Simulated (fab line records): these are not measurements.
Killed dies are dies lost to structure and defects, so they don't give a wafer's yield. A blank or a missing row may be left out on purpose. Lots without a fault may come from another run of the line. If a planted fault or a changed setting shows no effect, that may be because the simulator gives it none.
2 desks looking at one fault || flow sky130 || numbers are kept per desk, each desk with only its own; the story behind them comes last

## TOOL OWNER'S DESK, litho-track-03
The tool's own readings at SKY_SONOS_TUNNEL_SOFTBAKE_03 (time 60 s): means of the sampled wafers that have a number, for each lot that ran on this tool. A lot is out of limits, marked OUT, if its mean lies more than 4 standard deviations from the usual mean; the brackets give that distance.
Columns: A = heater-power-total-W at SKY_SONOS_TUNNEL_SOFTBAKE_03, usual 56.59 W; B = plate-temp-C at SKY_SONOS_TUNNEL_SOFTBAKE_03, usual 89.97 C
{"lot": "L515", "first seen here": "day 12 04:30", "A": 56.60, "B": 90.03}
{"lot": "L520", "first seen here": "day 13 23:51", "A": "57.18 (+14) OUT", "B": "90.67 (+5.8) OUT"}
{"lot": "L522", "first seen here": "day 14 08:36", "A": "57.24 (+15) OUT", "B": "90.61 (+5.3) OUT"}
{"lot": "L532", "first seen here": "day 17 20:18", "A": 56.59, "B": 90.00}
{"lot": "L533", "first seen here": "day 18 00:43", "A": 56.60, "B": 89.99}
This desk's finding: out of limits on L520, L522; first on L520, day 13 23:51 (heater-power-total-W at SKY_SONOS_TUNNEL_SOFTBAKE_03). L515, L532, L533 stayed within limits.

## METROLOGY DESK
What the gauges read, lot by lot, whatever tool the lot ran on: means of the sampled wafers that have a number. A lot is out of limits, marked OUT, if its mean lies more than 4 standard deviations from the usual mean; the brackets give that distance.
Columns: A = NWELL_RS at SKY_NWELL_RS_MEAS_29, usual 628.1 ohm/sq; B = VT_ADJUST_LVTN_01_OVL at SKY_VT_ADJUST_LVTN_OVL_MEAS_18, usual 0.2 nm; C = SONOS_TUNNEL_OVL at SKY_SONOS_TUNNEL_OVL_MEAS_08, usual -1.3 nm
{"lot": "L511", "first seen here": "day 5 11:09", "A": 628.8, "B": 0.1, "C": -1.8}
{"lot": "L512", "first seen here": "day 5 16:23", "A": 627.3, "B": 0.1, "C": -1.8}
{"lot": "L514", "first seen here": "day 6 04:00", "A": 625.0, "B": -1.4, "C": 1.7}
{"lot": "L515", "first seen here": "day 6 09:47", "A": 626.7, "B": -0.7, "C": -1.2}
{"lot": "L520", "first seen here": "day 7 19:24", "A": 628.1, "B": 0.3, "C": -1.1}
{"lot": "L521", "first seen here": "day 7 19:50", "A": 627.5, "B": 1.5, "C": -1.1}
{"lot": "L522", "first seen here": "day 8 01:27", "A": 629.9, "B": 0.3, "C": -1.2}
{"lot": "L523", "first seen here": "day 8 06:57", "A": 629.0, "B": 0.5, "C": 0.1}
{"lot": "L527", "first seen here": "day 9 11:11", "A": 628.5, "B": -0.2, "C": -1.5}
{"lot": "L530", "first seen here": "day 10 02:12", "A": 629.5, "B": 0.4, "C": -1.4}
{"lot": "L531", "first seen here": "day 10 11:42", "A": 627.4, "B": 0.1, "C": -3.2}
{"lot": "L532", "first seen here": "day 10 16:12", "A": 627.6, "B": -0.9, "C": -4.6}
{"lot": "L533", "first seen here": "day 10 20:31", "A": 627.7, "B": -0.1, "C": -0.9}
{"lot": "L534", "first seen here": "day 11 01:35", "A": 628.8, "B": 2.8, "C": 0.4}
Finding of this desk: none of the 14 lots has anything out of limits.

## ALL TOGETHER
An alarm could have come from the tool owner's desk at day 13 23:51, on L520, L522.
From the metrology desk's view, nothing was out of limits.
The metrology desk holds a record of L520, L522, inside its limits.
All the named lots went through SKY_SONOS_TUNNEL_SOFTBAKE_03 on litho-track-03.

## WHAT THE SIMULATOR HAD INSERTED
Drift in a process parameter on litho-track-03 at SKY_SONOS_TUNNEL_SOFTBAKE_03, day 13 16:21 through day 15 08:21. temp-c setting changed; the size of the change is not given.
Struck lots among those shown: L520, L522.
Time in hours from fault onset to the first out-of-limits reading at each desk: the tool owner's desk, 8.
